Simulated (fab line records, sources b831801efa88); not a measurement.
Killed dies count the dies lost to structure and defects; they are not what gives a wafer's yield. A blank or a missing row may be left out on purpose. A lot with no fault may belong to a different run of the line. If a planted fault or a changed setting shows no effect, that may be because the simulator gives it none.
Which tool did it? / flow sfqLine / 15 lots with 45 wafers sampled at 3 steps, on a route of 325 steps

WHAT THE GAUGES READ, wafer by wafer
The record lacks any reading of a measuring or inspecting step that a usual standard deviation could be used to judge.

TOOL THAT RAN EACH LOT (tool first, then ch and the chambers of the sampled wafers, then the start)
lot=L484; SFQ_TRILAYER_M6_BARC_OPEN_METAL_ETCH_206=rieMetal-03 ch 0,1, day 65 19:37; SFQ_TRILAYER_M6_ETCH_METAL_ETCH_162=rieMetal-03 ch 0,1, day 65 19:41; SFQ_TRILAYER_I6_VIA_LITHO_EXPOSE_170=krfScanner-02 ch 0, day 66 20:46
lot=L485; SFQ_TRILAYER_M6_BARC_OPEN_METAL_ETCH_206=rieMetal-03 ch 0, day 65 22:01; SFQ_TRILAYER_M6_ETCH_METAL_ETCH_162=rieMetal-03 ch 0, day 65 22:05; SFQ_TRILAYER_I6_VIA_LITHO_EXPOSE_170=krfScanner-02 ch 0, day 67 02:34
lot=L488; SFQ_TRILAYER_M6_BARC_OPEN_METAL_ETCH_206=rieMetal-01 ch 0,1, day 69 04:19; SFQ_TRILAYER_M6_ETCH_METAL_ETCH_162=rieMetal-01 ch 0,1, day 69 04:22; SFQ_TRILAYER_I6_VIA_LITHO_EXPOSE_170=krfScanner-02 ch 0, day 69 12:28
lot=L489; SFQ_TRILAYER_M6_BARC_OPEN_METAL_ETCH_206=rieMetal-02 ch 0,1, day 69 05:32; SFQ_TRILAYER_M6_ETCH_METAL_ETCH_162=rieMetal-02 ch 0,1, day 69 05:37; SFQ_TRILAYER_I6_VIA_LITHO_EXPOSE_170=krfScanner-02, day 69 14:08
lot=L490; SFQ_TRILAYER_M6_BARC_OPEN_METAL_ETCH_206=rieMetal-02 ch 0,1, day 69 10:28; SFQ_TRILAYER_M6_ETCH_METAL_ETCH_162=rieMetal-02 ch 0,1, day 69 10:32; SFQ_TRILAYER_I6_VIA_LITHO_EXPOSE_170=krfScanner-02, day 69 20:39
lot=L491; SFQ_TRILAYER_M6_BARC_OPEN_METAL_ETCH_206=rieMetal-03 ch 0,1, day 73 05:07; SFQ_TRILAYER_M6_ETCH_METAL_ETCH_162=rieMetal-03 ch 0,1, day 73 05:10; SFQ_TRILAYER_I6_VIA_LITHO_EXPOSE_170=krfScanner-02, day 73 11:25
lot=L498; SFQ_TRILAYER_M6_BARC_OPEN_METAL_ETCH_206=rieMetal-01 ch 1, day 76 16:50; SFQ_TRILAYER_M6_ETCH_METAL_ETCH_162=rieMetal-01 ch 1, day 76 16:54; SFQ_TRILAYER_I6_VIA_LITHO_EXPOSE_170=krfScanner-01 ch 0, day 77 04:30
lot=L499; SFQ_TRILAYER_M6_BARC_OPEN_METAL_ETCH_206=rieMetal-03 ch 0,1, day 76 20:26; SFQ_TRILAYER_M6_ETCH_METAL_ETCH_162=rieMetal-03 ch 0,1, day 76 20:30; SFQ_TRILAYER_I6_VIA_LITHO_EXPOSE_170=krfScanner-01 ch 0, day 77 05:42
lot=L500; SFQ_TRILAYER_M6_BARC_OPEN_METAL_ETCH_206=rieMetal-03 ch 0,1, day 76 22:50; SFQ_TRILAYER_M6_ETCH_METAL_ETCH_162=rieMetal-03 ch 0,1, day 76 22:54; SFQ_TRILAYER_I6_VIA_LITHO_EXPOSE_170=krfScanner-01 ch 0, day 77 10:30
lot=L501; SFQ_TRILAYER_M6_BARC_OPEN_METAL_ETCH_206=rieMetal-03 ch 0, day 77 04:50; SFQ_TRILAYER_M6_ETCH_METAL_ETCH_162=rieMetal-03 ch 0, day 77 04:54; SFQ_TRILAYER_I6_VIA_LITHO_EXPOSE_170=krfScanner-01 ch 0, day 77 15:18
lot=L503; SFQ_TRILAYER_M6_BARC_OPEN_METAL_ETCH_206=rieMetal-01 ch 0,1, day 77 15:40; SFQ_TRILAYER_M6_ETCH_METAL_ETCH_162=rieMetal-01 ch 0,1, day 77 15:44; SFQ_TRILAYER_I6_VIA_LITHO_EXPOSE_170=krfScanner-01 ch 0, day 78 03:15
lot=L504; SFQ_TRILAYER_M6_BARC_OPEN_METAL_ETCH_206=rieMetal-01 ch 1, day 77 18:02; SFQ_TRILAYER_M6_ETCH_METAL_ETCH_162=rieMetal-01 ch 1, day 77 18:06; SFQ_TRILAYER_I6_VIA_LITHO_EXPOSE_170=krfScanner-01 ch 0, day 78 07:39
lot=L505; SFQ_TRILAYER_M6_BARC_OPEN_METAL_ETCH_206=rieMetal-01 ch 0, day 77 20:26; SFQ_TRILAYER_M6_ETCH_METAL_ETCH_162=rieMetal-01 ch 0, day 77 20:30; SFQ_TRILAYER_I6_VIA_LITHO_EXPOSE_170=krfScanner-01 ch 0, day 82 12:26
lot=L506; SFQ_TRILAYER_M6_BARC_OPEN_METAL_ETCH_206=rieMetal-03 ch 0,1, day 77 23:37; SFQ_TRILAYER_M6_ETCH_METAL_ETCH_162=rieMetal-03 ch 0,1, day 77 23:41; SFQ_TRILAYER_I6_VIA_LITHO_EXPOSE_170=krfScanner-01 ch 0, day 82 15:14
lot=L507; SFQ_TRILAYER_M6_BARC_OPEN_METAL_ETCH_206=rieMetal-03 ch 0,1, day 78 01:59; SFQ_TRILAYER_M6_ETCH_METAL_ETCH_162=rieMetal-03 ch 0,1, day 78 02:03; SFQ_TRILAYER_I6_VIA_LITHO_EXPOSE_170=krfScanner-01 ch 0, day 82 19:38
- SFQ_TRILAYER_M6_BARC_OPEN_METAL_ETCH_206: etches BARC in O2, target depth 125 nm, time 41.7 s.
- SFQ_TRILAYER_M6_ETCH_METAL_ETCH_162: etches Nb in Cl2/Ar, stops on SiO2, target depth 240 nm, time 120 s.
- SFQ_TRILAYER_I6_VIA_LITHO_EXPOSE_170: exposes mask I6, target cd 700 nm.

WHAT THE TOOLS THEMSELVES READ (means of the sampled wafers that have a number; where no wafer has one, the mark that the record gives instead)
SFQ_TRILAYER_M6_BARC_OPEN_METAL_ETCH_206.
lot=L484; tool=rieMetal-03; biasW (W)=80.02; chamberPressureMTorr (mTorr)=10.002; drypumpMotorCurrentA (A)=6.0; oesProductAu (a.u.)=0.689
lot=L485; tool=rieMetal-03; biasW (W)=80.01; chamberPressureMTorr (mTorr)=10.001; drypumpMotorCurrentA (A)=5.1; oesProductAu (a.u.)=0.684
lot=L488; tool=rieMetal-01; biasW (W)=80.13; chamberPressureMTorr (mTorr)=10.006; drypumpMotorCurrentA (A)=5.4; oesProductAu (a.u.)=0.684
lot=L489; tool=rieMetal-02; biasW (W)=-; chamberPressureMTorr (mTorr)=-; drypumpMotorCurrentA (A)=-; oesProductAu (a.u.)=-
lot=L490; tool=rieMetal-02; biasW (W)=-; chamberPressureMTorr (mTorr)=-; drypumpMotorCurrentA (A)=-; oesProductAu (a.u.)=-
lot=L491; tool=rieMetal-03; biasW (W)=-; chamberPressureMTorr (mTorr)=-; drypumpMotorCurrentA (A)=-; oesProductAu (a.u.)=-
lot=L498; tool=rieMetal-01; biasW (W)=79.93; chamberPressureMTorr (mTorr)=10.006; drypumpMotorCurrentA (A)=5.4; oesProductAu (a.u.)=0.684
lot=L499; tool=rieMetal-03; biasW (W)=79.94; chamberPressureMTorr (mTorr)=9.993; drypumpMotorCurrentA (A)=5.5; oesProductAu (a.u.)=0.689
lot=L500; tool=rieMetal-03; biasW (W)=79.83; chamberPressureMTorr (mTorr)=9.997; drypumpMotorCurrentA (A)=5.5; oesProductAu (a.u.)=0.681
lot=L501; tool=rieMetal-03; biasW (W)=80.09; chamberPressureMTorr (mTorr)=9.991; drypumpMotorCurrentA (A)=5.1; oesProductAu (a.u.)=0.684
lot=L503; tool=rieMetal-01; biasW (W)=80.04; chamberPressureMTorr (mTorr)=9.995; drypumpMotorCurrentA (A)=5.3; oesProductAu (a.u.)=0.682
lot=L504; tool=rieMetal-01; biasW (W)=79.79; chamberPressureMTorr (mTorr)=10.006; drypumpMotorCurrentA (A)=5.4; oesProductAu (a.u.)=0.687
lot=L505; tool=rieMetal-01; biasW (W)=80.05; chamberPressureMTorr (mTorr)=9.997; drypumpMotorCurrentA (A)=5.3; oesProductAu (a.u.)=0.685
lot=L506; tool=rieMetal-03; biasW (W)=79.79; chamberPressureMTorr (mTorr)=10.005; drypumpMotorCurrentA (A)=6.0; oesProductAu (a.u.)=0.684
lot=L507; tool=rieMetal-03; biasW (W)=80.22; chamberPressureMTorr (mTorr)=10.002; drypumpMotorCurrentA (A)=5.5; oesProductAu (a.u.)=0.683

SFQ_TRILAYER_M6_ETCH_METAL_ETCH_162.
lot=L484; tool=rieMetal-03; biasW (W)=79.91; chamberPressureMTorr (mTorr)=9.987; drypumpMotorCurrentA (A)=6.0; oesProductAu (a.u.)=0.897
lot=L485; tool=rieMetal-03; biasW (W)=80.00; chamberPressureMTorr (mTorr)=10.004; drypumpMotorCurrentA (A)=5.1; oesProductAu (a.u.)=0.901
lot=L488; tool=rieMetal-01; biasW (W)=79.77; chamberPressureMTorr (mTorr)=10.000; drypumpMotorCurrentA (A)=5.4; oesProductAu (a.u.)=0.894
lot=L489; tool=rieMetal-02; biasW (W)=80.12; chamberPressureMTorr (mTorr)=10.012; drypumpMotorCurrentA (A)=5.6; oesProductAu (a.u.)=0.375
lot=L490; tool=rieMetal-02; biasW (W)=80.04; chamberPressureMTorr (mTorr)=9.999; drypumpMotorCurrentA (A)=5.6; oesProductAu (a.u.)=0.376
lot=L491; tool=rieMetal-03; biasW (W)=80.25; chamberPressureMTorr (mTorr)=9.997; drypumpMotorCurrentA (A)=5.5; oesProductAu (a.u.)=0.375
lot=L498; tool=rieMetal-01; biasW (W)=80.30; chamberPressureMTorr (mTorr)=10.007; drypumpMotorCurrentA (A)=5.4; oesProductAu (a.u.)=0.896
lot=L499; tool=rieMetal-03; biasW (W)=80.00; chamberPressureMTorr (mTorr)=10.000; drypumpMotorCurrentA (A)=5.5; oesProductAu (a.u.)=0.893
lot=L500; tool=rieMetal-03; biasW (W)=79.87; chamberPressureMTorr (mTorr)=9.994; drypumpMotorCurrentA (A)=5.5; oesProductAu (a.u.)=0.892
lot=L501; tool=rieMetal-03; biasW (W)=80.31; chamberPressureMTorr (mTorr)=9.997; drypumpMotorCurrentA (A)=5.1; oesProductAu (a.u.)=0.893
lot=L503; tool=rieMetal-01; biasW (W)=80.22; chamberPressureMTorr (mTorr)=10.010; drypumpMotorCurrentA (A)=5.3; oesProductAu (a.u.)=0.887
lot=L504; tool=rieMetal-01; biasW (W)=79.92; chamberPressureMTorr (mTorr)=10.008; drypumpMotorCurrentA (A)=5.4; oesProductAu (a.u.)=0.890
lot=L505; tool=rieMetal-01; biasW (W)=79.93; chamberPressureMTorr (mTorr)=9.997; drypumpMotorCurrentA (A)=5.4; oesProductAu (a.u.)=0.895
lot=L506; tool=rieMetal-03; biasW (W)=80.20; chamberPressureMTorr (mTorr)=9.999; drypumpMotorCurrentA (A)=6.0; oesProductAu (a.u.)=0.886
lot=L507; tool=rieMetal-03; biasW (W)=80.09; chamberPressureMTorr (mTorr)=9.995; drypumpMotorCurrentA (A)=5.5; oesProductAu (a.u.)=0.896

SFQ_TRILAYER_I6_VIA_LITHO_EXPOSE_170.
lot=L484; tool=krfScanner-02; exposureDoseMJCm2=21.343; focusOffsetNm (nm)=-0.3
lot=L485; tool=krfScanner-02; exposureDoseMJCm2=21.285; focusOffsetNm (nm)=0.2
lot=L488; tool=krfScanner-02; exposureDoseMJCm2=21.301; focusOffsetNm (nm)=0.0
lot=L489; tool=krfScanner-02; exposureDoseMJCm2=-; focusOffsetNm (nm)=-
lot=L490; tool=krfScanner-02; exposureDoseMJCm2=-; focusOffsetNm (nm)=-
lot=L491; tool=krfScanner-02; exposureDoseMJCm2=-; focusOffsetNm (nm)=-
lot=L498; tool=krfScanner-01; exposureDoseMJCm2=21.298; focusOffsetNm (nm)=0.0
lot=L499; tool=krfScanner-01; exposureDoseMJCm2=21.307; focusOffsetNm (nm)=-0.3
lot=L500; tool=krfScanner-01; exposureDoseMJCm2=21.294; focusOffsetNm (nm)=0.6
lot=L501; tool=krfScanner-01; exposureDoseMJCm2=21.308; focusOffsetNm (nm)=-0.7
lot=L503; tool=krfScanner-01; exposureDoseMJCm2=21.305; focusOffsetNm (nm)=-0.5
lot=L504; tool=krfScanner-01; exposureDoseMJCm2=21.306; focusOffsetNm (nm)=0.3
lot=L505; tool=krfScanner-01; exposureDoseMJCm2=21.282; focusOffsetNm (nm)=0.4
lot=L506; tool=krfScanner-01; exposureDoseMJCm2=21.315; focusOffsetNm (nm)=-0.3
lot=L507; tool=krfScanner-01; exposureDoseMJCm2=21.306; focusOffsetNm (nm)=0.3

THE ANSWER, worked out from the rows above alone
Rule: usual is defined by the lots themselves. Put in order of their means at a reading, lots are off if they are a third of the lots or fewer, leave a main group of 4 or more, and stand apart from it by a gap of 3 or more times the standard deviation of the main group's means; of several such gaps the widest counts. A main group whose means are all the same, to the digits that the tables above print for the reading, isn't used. A lot without any number at a reading at which 4 lots or more have one is off too. Any other lot the step has rows for is counted as sound. After the gauges, taken in route order, come the tools' own readings; for these a lot's mean is taken, as printed above. The first step at which some lot is off is used, and at that step the reading that is off furthest; a lot without a number counts as furthest.
Off: L489, L490, L491, at SFQ_TRILAYER_M6_BARC_OPEN_METAL_ETCH_206 (biasW). Without a number there: L489, L490, L491. The main group: mean 79.99 W, standard deviation 0.13.
A tool fits if, at that step or a process step before it, it ran every lot that is off, and no sound lot after the first of them. None of those tried fits.

WHAT THE SIMULATOR PUT IN
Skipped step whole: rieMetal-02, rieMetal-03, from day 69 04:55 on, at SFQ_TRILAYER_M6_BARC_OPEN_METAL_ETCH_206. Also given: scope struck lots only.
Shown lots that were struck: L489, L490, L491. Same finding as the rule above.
